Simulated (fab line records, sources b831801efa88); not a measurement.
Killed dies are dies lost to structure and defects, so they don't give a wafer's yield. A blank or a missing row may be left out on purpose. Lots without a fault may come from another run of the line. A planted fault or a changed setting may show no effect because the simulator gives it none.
fab line records | flow gf180mcu | part 1 of 2: steps 1 to 31 of 32
record lots=7 wafers=21 last_day=34
route steps=602 shown HV_LDD@232 NSD@235 PSD@249 PASSIVATION@602
lots that met no fault: from a run of the same line without faults
start_h: hours from the record's first day to the start of the lot's first wafer shown | wait_h: hours since the lot's step before | " the same as in the row above | L1.1+2: a row that stands for several wafers | - no value, or no start given | * or withheld: withheld | < > ~ a bound
route shown NAME@n: a module of which the file shows steps, and the number in the route of the first | usual: mean/standard deviation of fault-free wafers | same: alike in all rows | chamber/n: place in a boat | sites: the reading at each site | _std_site: their standard deviation | _edge_site: outer sites' mean less inner sites' | radius_mm: how far each site lies from the wafer's centre | mask NAME#n: copy n | behind: the tool/chamber that last shaped the wafer | hold: why the lot was held/for how many hours/how that ended | device: the transistor (n, p or np) that didn't switch | end of line: the same wafers' tests at the end of the route | a step without rows: its recipe alone | killed: dies lost to structure and defects at the first sort, not the wafer's yield | map: a wafer's dies, x killed, . not, _ none there
set.NAME: the setting as run; set.NAME@STEP: as run at that earlier step | model.NAME: the simulator's own value behind a step, which no gauge read
lots at some steps of the route; a table a step, a row a wafer
services: from which hour (start_h, from the record's first day; less than 0 if before it) a tool's chamber was out of use, for how many hours, and why
## steps
# step GF_HV_LDD_CVD_56
# recipe material=Si3N4 precursor=DCS/NH3 target_thk_nm=90 temp_c=770 time_s=1543 pressure_mtorr=250
# step GF_HV_LDD_THK_MEAS_57
# recipe reads=Si3N4_of_HV_LDD_CVD_56
# usual HV_LDD_CVD_56_THK=89.9/0.93
# columns lot.wafer tool chamber start_h wait_h HV_LDD_CVD_56_THK[nm]
L303.1 film_metro-04 - 288.89 0.0 87.7
L303.4 " - " " 88.5
L303.6 " - " " 87.8
L307.1 film_metro-04 - 323.88 0.0 89.5
L307.3 " - " " 90.8
L307.5 " - " " 89.7
L309.2 film_metro-01 - 335.31 0.0 89.1
L309.3 " - " " 88.4
L309.4 " - " " 88.5
L310.3 film_metro-01 - 341.71 0.0 89.2
L310.4 " - " " 89.2
L310.6 " - " " 89.0
L311.2 film_metro-01 - 351.57 0.0 90.9
L311.3 " - " " 90.9
L311.6 " - " " 90.4
L320.4 film_metro-02 - 437.72 0.0 89.8
L320.5 " - " " 90.4
L320.6 " - " " 90.7
L322.1 film_metro-01 - 442.63 0.0 90.0
L322.3 " - " " 90.9
L322.5 " - " " 90.3
# step GF_HV_LDD_ETCHBACK_58
# recipe chemistry=CH3F/O2 target=Si3N4 stop_on=SiO2 source_w=400 bias_w=80 pressure_mtorr=25 ch3f_flow_sccm=40 O2_flow_sccm=30 time_s=100 target_depth_a=900
# usual drypump_motor_current_A=5.7/0.39 oes_product_au=0.842/0.006 throttle_valve_pct=10.561/0.0081
# same time_s=100
# columns lot.wafer tool chamber start_h wait_h drypump_motor_current_A oes_product_au rf_hours_counter_h throttle_valve_pct
L303.1 rie_diel-01 2 288.95 0.1 5.4 0.836 4 10.562
L303.4 " 1 " " 6.3 0.839 118 10.559
L303.6 " 1 " " 6.3 0.838 - 10.570
L307.1 rie_diel-03 3 323.94 0.1 6.2 0.843 53 10.569
L307.3 " 1 " " 5.9 0.847 120 10.552
L307.5 " 3 " " 6.2 0.840 - 10.561
L309.2 rie_diel-01 0 335.36 0.0 5.9 0.835 2 10.564
L309.3 " 2 " " 5.4 0.834 5 10.548
L309.4 " 3 " " 5.2 0.833 49 10.560
L310.3 rie_diel-03 1 341.75 0.0 5.8 0.839 120 10.567
L310.4 " 1 " " 5.9 0.839 - 10.575
L310.6 " 2 " " 5.1 0.840 - 10.573
L311.2 rie_diel-04 2 351.62 0.0 6.2 0.850 7 10.560
L311.3 " 3 " " 5.8 0.848 40 10.558
L311.6 " 0 " " 5.4 0.845 - 10.563
L320.4 rie_diel-03 0 437.75 0.0 5.5 0.837 94 10.560
L320.5 " 1 " " 5.9 0.849 - 10.550
L320.6 " 2 " " 5.1 0.847 - 10.546
L322.1 rie_diel-03 0 442.69 0.1 5.5 0.841 94 10.571
L322.3 " 3 " " 6.2 0.848 57 10.558
L322.5 " 0 " " 5.5 0.843 - 10.567
# step GF_NSD_DEHYDRATE_00
# recipe temp_c=200 time_s=60
# step GF_NSD_HMDS_01
# recipe prime_time_s=60 prime_temp_c=120
# step GF_NSD_COAT_02
# recipe resist=NOVOLAK spin_rpm=3000 resist_thk_nm=1000
# step GF_NSD_SOFTBAKE_03
# recipe temp_c=90 time_s=60 resist=NOVOLAK
# step GF_NSD_EXPOSE_04
# recipe mask_id=Nplus target_cd_nm=400 na=0.6 source_shape=conventional sigma_outer=0.6 dose_mj=137.1
# step GF_NSD_PEB_05
# recipe temp_c=withheld time_s=* resist=NOVOLAK
# step GF_NSD_DEVELOP_06
# recipe develop_time_s=60 dev_temp_c=23
# step GF_NSD_CD_MEAS_07
# recipe target_cd_nm=400
# usual cd_nm=399.5/2.7
# columns lot.wafer tool chamber start_h wait_h cd_nm
L303.1 cd_sem-02 - 309.03 0.1 401.7
L303.4 " - " " 400.7
L303.6 " - " " 402.3
L307.1 cd_sem-02 - 345.67 0.1 397.5
L307.3 " - " " 397.8
L307.5 " - " " 397.5
L309.2 cd_sem-02 - 357.09 0.1 401.1
L309.3 " - " " 402.7
L309.4 " - " " 400.9
L310.3 cd_sem-01 - 363.07 0.1 397.7
L310.4 " - " " 402.0
L310.6 " - " " 400.4
L311.2 cd_sem-02 - 373.79 0.1 403.7
L311.3 " - " " 403.2
L311.6 " - " " 402.3
L320.4 cd_sem-01 - 462.09 0.1 398.1
L320.5 " - " " 399.4
L320.6 " - " " 397.8
L322.1 cd_sem-01 - 467.37 0.1 398.8
L322.3 " - " " 399.1
L322.5 " - " " 399.6
# step GF_NSD_OVL_MEAS_08
# usual NSD_OVL=-0.2/1.4
# columns lot.wafer tool chamber start_h wait_h NSD_OVL[nm]
L303.1 overlay-02 - 309.15 0.1 -3.3
L303.4 " - " " -2.0
L303.6 " - " " -1.4
L307.1 overlay-02 - 345.79 0.1 0.4
L307.3 " - " " -1.6
L307.5 " - " " -0.7
L309.2 overlay-02 - 357.20 0.1 0.3
L309.3 " - " " -0.8
L309.4 " - " " -1.2
L310.3 overlay-01 - 363.17 0.1 -3.6
L310.4 " - " " -0.6
L310.6 " - " " -0.4
L311.2 overlay-01 - 373.90 0.1 2.7
L311.3 " - " " 1.7
L311.6 " - " " 1.4
L320.4 overlay-01 - 462.17 0.1 -1.4
L320.5 " - " " 0.8
L320.6 " - " " -1.3
L322.1 overlay-02 - 467.49 0.1 -0.9
L322.3 " - " " 0.2
L322.5 " - " " -0.3
# step GF_NSD_IMPLANT_09
# recipe species=As energy_kev=60 dose_cm2=4e+15 tilt_deg=7
# usual beam_energy_keV=59.999/0.018
# columns lot.wafer tool chamber start_h wait_h beam_energy_keV model.implant.rp_nm model.implant.drp_nm
L303.1 implanter-04 0 309.18 0.0 59.989 36.96 16.15
L303.4 " 0 " " 60.019 36.96 16.15
L303.6 " 0 " " 60.017 36.96 16.15
L307.1 implanter-04 0 345.83 0.0 60.028 37.27 16.15
L307.3 " 0 " " 60.035 37.27 16.15
L307.5 " 0 " " 59.971 37.27 16.15
L309.2 implanter-04 0 357.26 0.0 47.398 31.16 13.51
L309.3 " 0 " " 47.359 31.16 13.51
L309.4 " 0 " " 47.364 31.16 13.51
L310.3 implanter-04 0 363.24 0.1 47.393 31.54 13.51
L310.4 " 0 " " 47.362 31.54 13.51
L310.6 " 0 " " 47.382 31.54 13.51
L311.2 implanter-04 0 373.96 0.0 47.361 30.29 13.51
L311.3 " 0 " " 47.385 30.29 13.51
L311.6 " 0 " " 47.353 30.29 13.51
L320.4 implanter-01 0 462.26 0.1 59.994 37.33 16.15
L320.5 " 0 " " 60.014 37.33 16.15
L320.6 " 0 " " 60.000 37.33 16.15
L322.1 implanter-04 0 467.53 0.0 59.998 37.8 16.15
L322.3 " 0 " " 59.993 37.8 16.15
L322.5 " 0 " " 60.006 37.8 16.15
# step GF_NSD_IMPLANT_10
# recipe species=P energy_kev=40 dose_cm2=5e+14 tilt_deg=7
# step GF_NSD_STRIP_11
# recipe chemistry=O2/N2 power_w=1400 pressure_mtorr=1500 platen_temp_c=250 o2_flow_sccm=3000 n2_flow_sccm=300 overash_fraction=0.5
# usual drypump_motor_current_A=5.83/0.2 heater_power_w=347/26 oes_product_au=0.487/0.0046 strip_time_to_endpoint_s=22.97/0.037
# columns lot.wafer tool chamber start_h wait_h drypump_motor_current_A heater_power_w oes_product_au rf_hours_counter_h strip_time_to_endpoint_s
L303.1 plasma_asher-03 0 309.48 0.1 5.68 373 0.491 68 22.96
L303.4 " 1 " " 5.67 360 0.482 - 22.93
L303.6 " 0 " " 5.69 371 0.485 - 22.97
L307.1 plasma_asher-04 1 346.13 0.1 6.05 336 0.490 24 22.95
L307.3 " 1 " " 6.05 338 0.491 - 22.93
L307.5 " 0 " " 6.09 338 0.491 - 22.93
L309.2 plasma_asher-02 1 357.53 0.1 5.83 377 0.507 74 21.39
L309.3 " 0 " " 5.56 295 0.503 - 21.34
L309.4 " 1 " " 5.77 363 0.509 - 21.35
L310.3 plasma_asher-03 0 363.52 0.1 5.64 381 0.505 - 21.31
L310.4 " 1 " " 5.68 358 0.507 - 21.31
L310.6 " 0 " " 5.65 378 0.501 - 21.28
L311.2 plasma_asher-03 1 374.23 0.1 5.66 360 0.500 75 21.30
L311.3 " 0 " " 5.68 372 0.497 - 21.31
L311.6 " 0 " " 5.67 374 0.511 - 21.33
L320.4 plasma_asher-03 0 462.52 0.1 5.70 382 0.487 - 22.98
L320.5 " 0 " " 5.69 386 0.483 - 22.96
L320.6 " 1 " " 5.67 361 0.482 - 22.96
L322.1 plasma_asher-04 0 467.83 0.1 6.09 344 0.490 35 23.00
L322.3 " 0 " " 6.10 335 0.490 - 23.01
L322.5 " 1 " " 6.06 328 0.493 - 23.01
# step GF_NSD_TW_MEAS_12
# usual NSD_TW=4249/44
# columns lot.wafer tool chamber start_h wait_h hold NSD_TW
L303.1 film_metro-03 - 309.58 0.1 - 4198
L303.4 " - " " - 4208
L303.6 " - " " - 4215
L307.1 film_metro-01 - 346.23 0.1 - 4315
L307.3 " - " " - 4335
L307.5 " - " " - 4330
L309.2 film_metro-01 - 357.64 0.1 - 4144
L309.3 " - " " - 4119
L309.4 " - " " - 4141
L310.3 film_metro-04 - 363.61 0.1 await_dispo/0.2h/release 4049
L310.4 " - " " await_dispo/0.2h/release 4058
L310.6 " - " " await_dispo/0.2h/release 4066
L310.3 film_metro-04 - 363.84 0.2 - 4045
L310.4 " - " " - 4045
L310.6 " - " " - 4080
L311.2 film_metro-03 - 374.34 0.1 await_dispo/0.2h/release 4037
L311.3 " - " " await_dispo/0.2h/release 4033
L311.6 " - " " await_dispo/0.2h/release 4037
L311.2 film_metro-03 - 374.57 0.2 - 4030
L311.3 " - " " - 4047
L311.6 " - " " - 4020
L320.4 film_metro-04 - 462.62 0.1 - 4224
L320.5 " - " " - 4260
L320.6 " - " " - 4225
L322.1 film_metro-04 - 467.93 0.1 - 4246
L322.3 " - " " - 4238
L322.5 " - " " - 4208
# step GF_PSD_HMDS_01
# recipe prime_time_s=60 prime_temp_c=120
# step GF_PSD_COAT_02
# recipe resist=NOVOLAK spin_rpm=3000 resist_thk_nm=1000
# step GF_PSD_SOFTBAKE_03
# recipe temp_c=90 time_s=60 resist=NOVOLAK
# step GF_PSD_EXPOSE_04
# recipe mask_id=Pplus target_cd_nm=400 na=0.6 source_shape=conventional sigma_outer=0.6 dose_mj=140
# step GF_PSD_PEB_05
# recipe temp_c=withheld time_s=* resist=NOVOLAK
# step GF_PSD_DEVELOP_06
# recipe develop_time_s=60 dev_temp_c=23
# step GF_PSD_CD_MEAS_07
# recipe target_cd_nm=400
# usual cd_nm=400.1/2
# columns lot.wafer tool chamber start_h wait_h cd_nm
L303.1 cd_sem-01 - 328.98 0.1 403.5
L303.4 " - " " 401.4
L303.6 " - " " 401.1
L307.1 cd_sem-01 - 368.27 0.1 400.4
L307.3 " - " " 398.4
L307.5 " - " " 398.3
L309.2 cd_sem-01 - 379.60 0.1 398.9
L309.3 " - " " 400.1
L309.4 " - " " 399.3
L310.3 cd_sem-01 - 385.81 0.1 399.5
L310.4 " - " " 399.3
L310.6 " - " " 401.3
L311.2 cd_sem-02 - 396.94 0.1 401.6
L311.3 " - " " 401.9
L311.6 " - " " 402.1
L320.4 cd_sem-02 - 485.93 0.1 402.9
L320.5 " - " " 403.5
L320.6 " - " " 402.1
L322.1 cd_sem-02 - 491.82 0.1 401.5
L322.3 " - " " 400.8
L322.5 " - " " 400.7
# step GF_PSD_OVL_MEAS_08
# usual PSD_OVL=0.0/1.4
# columns lot.wafer tool chamber start_h wait_h PSD_OVL[nm]
L303.1 overlay-01 - 329.10 0.1 0.9
L303.4 " - " " -1.4
L303.6 " - " " -0.6
L307.1 overlay-02 - 368.39 0.1 2.3
L307.3 " - " " 1.4
L307.5 " - " " 0.3
L309.2 overlay-02 - 379.71 0.1 -1.1
L309.3 " - " " 1.9
L309.4 " - " " 0.0
L310.3 overlay-02 - 385.91 0.1 0.1
L310.4 " - " " 1.6
L310.6 " - " " 1.1
L311.2 overlay-02 - 397.04 0.1 0.0
L311.3 " - " " -0.7
L311.6 " - " " -2.1
L320.4 overlay-02 - 486.00 0.1 0.6
L320.5 " - " " 1.7
L320.6 " - " " 1.6
L322.1 overlay-01 - 491.94 0.1 0.3
L322.3 " - " " 0.2
L322.5 " - " " 0.9
# step GF_PSD_IMPLANT_09
# recipe species=BF2 energy_kev=40 dose_cm2=1.5e+15 tilt_deg=7
# step GF_PSD_STRIP_10
# recipe chemistry=O2/N2 power_w=1400 pressure_mtorr=1500 platen_temp_c=250 o2_flow_sccm=3000 n2_flow_sccm=300 overash_fraction=0.5
# usual drypump_motor_current_A=5.85/0.14 heater_power_w=333/36 oes_product_au=0.592/0.0049 strip_time_to_endpoint_s=16.550/0.028
# columns lot.wafer tool chamber start_h wait_h drypump_motor_current_A heater_power_w oes_product_au rf_hours_counter_h strip_time_to_endpoint_s
L303.1 plasma_asher-04 1 329.29 0.1 6.07 339 0.586 22 16.519
L303.4 " 1 " " 6.03 342 0.597 - 16.505
L303.6 " 0 " " 6.08 337 0.592 - 16.567
L307.1 plasma_asher-01 0 368.57 0.1 5.74 362 0.593 56 16.605
L307.3 " 1 " " 5.86 274 0.590 - 16.571
L307.5 " 1 " " 5.88 282 0.590 - 16.558
L309.2 plasma_asher-01 1 379.89 0.1 5.89 272 0.591 58 16.529
L309.3 " 0 " " 5.73 367 0.593 - 16.538
L309.4 " 1 " " 5.87 276 0.597 - 16.523
L310.3 plasma_asher-01 0 386.11 0.1 5.75 362 0.586 - 16.474
L310.4 " 1 " " 5.91 276 0.593 - 16.494
L310.6 " 0 " " 5.74 359 0.585 - 16.469
L311.2 plasma_asher-04 0 397.22 0.1 6.09 341 0.589 28 16.548
L311.3 " 0 " " 6.09 343 0.584 - 16.553
L311.6 " 0 " " 6.11 333 0.595 - 16.580
L320.4 plasma_asher-01 1 486.20 0.1 5.87 289 0.590 - 16.516
L320.5 " 0 " " 5.75 353 0.602 - 16.509
L320.6 " 1 " " 5.89 276 0.597 - 16.544
L322.1 plasma_asher-03 0 492.12 0.1 5.67 380 0.586 88 16.496
L322.3 " 1 " " 5.71 355 0.594 - 16.497
L322.5 " 0 " " 5.67 369 0.594 - 16.514
# step GF_PSD_TW_MEAS_11
# usual PSD_TW=3173/24
# columns lot.wafer tool chamber start_h wait_h PSD_TW
L303.1 film_metro-03 - 329.39 0.1 3179
L303.4 " - " " 3160
L303.6 " - " " 3171
L307.1 film_metro-03 - 368.67 0.1 3149
L307.3 " - " " 3142
L307.5 " - " " 3166
L309.2 film_metro-03 - 380.00 0.1 3154
L309.3 " - " " 3164
L309.4 " - " " 3166
L310.3 film_metro-03 - 386.20 0.1 3181
L310.4 " - " " 3189
L310.6 " - " " 3168
L311.2 film_metro-03 - 397.33 0.1 3160
L311.3 " - " " 3174
L311.6 " - " " 3185
L320.4 film_metro-04 - 486.40 0.2 3155
L320.5 " - " " 3159
L320.6 " - " " 3163
L322.1 film_metro-03 - 492.22 0.1 3150
L322.3 " - " " 3153
L322.5 " - " " 3159
# step GF_PSD_CLEAN_12
# recipe chemistry=SC1/SC2 mix=1:4:20 temp_c=70 time_s=150 dry=n2_spin
# step GF_PSD_RTA_13
# recipe temp_c=1025 time_s=20 ambient=N2
# usual lamp_power_pct=32.6/0.99 wafer_temp_C_max=1029.5/0.87
# same time_s=20
# columns lot.wafer tool chamber start_h wait_h lamp_power_pct wafer_temp_C_max
L303.1 rtp_anneal-02 0 329.50 0.0 31.4 1029.8
L303.4 " 0 " " 31.4 1028.2
L303.6 " 0 " " 31.4 1029.4
L307.1 rtp_anneal-01 0 368.78 0.0 33.4 1029.3
L307.3 " 0 " " 33.4 1029.2
L307.5 " 0 " " 33.4 1028.3
L309.2 rtp_anneal-01 0 380.11 0.0 33.4 1028.7
L309.3 " 0 " " 33.4 1028.5
L309.4 " 0 " " 33.4 1029.3
L310.3 rtp_anneal-02 0 386.33 0.0 31.4 1028.8
L310.4 " 0 " " 31.4 1030.0
L310.6 " 0 " " 31.4 1030.6
L311.2 rtp_anneal-02 0 397.45 0.0 31.4 1028.8
L311.3 " 0 " " 31.4 1029.8
L311.6 " 0 " " 31.4 1030.2
L320.4 rtp_anneal-01 0 486.53 0.0 33.4 1029.1
L320.5 " 0 " " 33.5 1028.2
L320.6 " 0 " " 33.4 1029.0
L322.1 rtp_anneal-02 0 492.34 0.0 31.4 1030.1
L322.3 " 0 " " 31.4 1031.4
L322.5 " 0 " " 31.4 1027.8
# step GF_PSD_RS_MEAS_14
# recipe thk_meas_gauge=four-point-probe
# usual NSD_RS=46.11/0.1
# columns lot.wafer tool chamber start_h wait_h hold NSD_RS[ohm/sq]
L303.1 film_metro-04 - 329.59 0.1 - 46.28
L303.4 " - " " - 46.24
L303.6 " - " " - 46.25
L307.1 film_metro-03 - 368.87 0.1 - 46.08
L307.3 " - " " - 46.22
L307.5 " - " " - 46.19
L309.2 film_metro-01 - 380.20 0.1 await_dispo/0.2h/release 49.70
L309.3 " - " " await_dispo/0.2h/release 49.85
L309.4 " - " " await_dispo/0.2h/release 49.82
L309.2 film_metro-01 - 380.49 0.3 - 49.74
L309.3 " - " " - 49.85
L309.4 " - " " - 49.83
L310.3 film_metro-03 - 386.42 0.1 await_dispo/0.2h/release 49.61
L310.4 " - " " await_dispo/0.2h/release 49.60
L310.6 " - " " await_dispo/0.2h/release 49.58
L310.3 film_metro-03 - 386.71 0.3 - 49.54
L310.4 " - " " - 49.61
L310.6 " - " " - 49.54
L311.2 film_metro-01 - 397.54 0.1 await_dispo/0.2h/release 49.78
L311.3 " - " " await_dispo/0.2h/release 49.64
L311.6 " - " " await_dispo/0.2h/release 49.75
L311.2 film_metro-01 - 397.82 0.3 - 49.65
L311.3 " - " " - 49.62
L311.6 " - " " - 49.63
L320.4 film_metro-03 - 486.63 0.1 - 45.95
L320.5 " - " " - 45.94
L320.6 " - " " - 45.97
L322.1 film_metro-01 - 492.42 0.1 - 46.22
L322.3 " - " " - 46.08
L322.5 " - " " - 46.14
# step GF_PSD_RS_MEAS_15
# recipe thk_meas_gauge=four-point-probe
# usual PSD_RS=108.45/0.24
# columns lot.wafer tool chamber start_h wait_h hold PSD_RS[ohm/sq]
L303.1 film_metro-04 - 329.71 0.1 - 108.50
L303.4 " - " " - 108.94
L303.6 " - " " - 108.85
L307.1 film_metro-03 - 368.99 0.1 - 108.45
L307.3 " - " " - 109.02
L307.5 " - " " - 108.75
L309.2 film_metro-01 - 383.69 3.2 await_dispo/3.1h/release 108.67
L309.3 " - " " await_dispo/3.1h/release 108.80
L309.4 " - " " await_dispo/3.1h/release 108.61
L310.3 film_metro-04 - 391.69 5.0 await_dispo/4.9h/release 109.01
L310.4 " - " " await_dispo/4.9h/release 108.54
L310.6 " - " " await_dispo/4.9h/release 108.51
L311.2 film_metro-01 - 403.71 5.9 await_dispo/5.8h/release 108.42
L311.3 " - " " await_dispo/5.8h/release 108.32
L311.6 " - " " await_dispo/5.8h/release 108.72
L320.4 film_metro-03 - 486.75 0.1 - 108.34
L320.5 " - " " - 108.28
L320.6 " - " " - 108.25
L322.1 film_metro-01 - 492.54 0.1 - 108.76
L322.3 " - " " - 108.50
L322.5 " - " " - 108.28
## key
first_sign step=GF_NSD_IMPLANT_09 reading=beam_energy_keV direction=down sigmas=99+ usual=59.999 struck=47.373
effect step=GF_NSD_STRIP_11 reading=strip_time_to_endpoint_s direction=down sigmas=44 usual=* struck=*
effect step=GF_NSD_TW_MEAS_12 reading=visit direction=added
effect step=GF_PSD_RS_MEAS_14 reading=visit direction=added
effect step=GF_PSD_RS_MEAS_14 reading=NSD_RS direction=up sigmas=35 usual=46.11 struck=49.70
model_effect step=GF_NSD_IMPLANT_09 value=implant.rp_nm without=37.61 struck=30.99
model_effect step=GF_PASSIVATION_PROBE_99 value=etest.nplus_u.line_ohm_um without=199.7 struck=213.9
met_at GF_NSD_IMPLANT_09
struck_wafers L309.2,L309.3,L309.4,L310.3,L310.4,L310.6,L311.2,L311.3,L311.6
tester_left_out L309,L310,L311
onset_between 345.83 357.26
fault kind=process_parameter_drift tool=implanter-04 chamber=- onset_h=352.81 steps=GF_NSD_IMPLANT_09 channel=energy_kev offset=-12.63 shape=step end_h=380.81 acts_in=these_recipes_only stated=60
# tester_left_out: of these lots the tester's yield and bins aren't shown, on N5 and GAA mostly nor the transistor test; their killed dies are dies lost to structure and defects alone, not to doping, threshold or leakage, so they don't give the yield
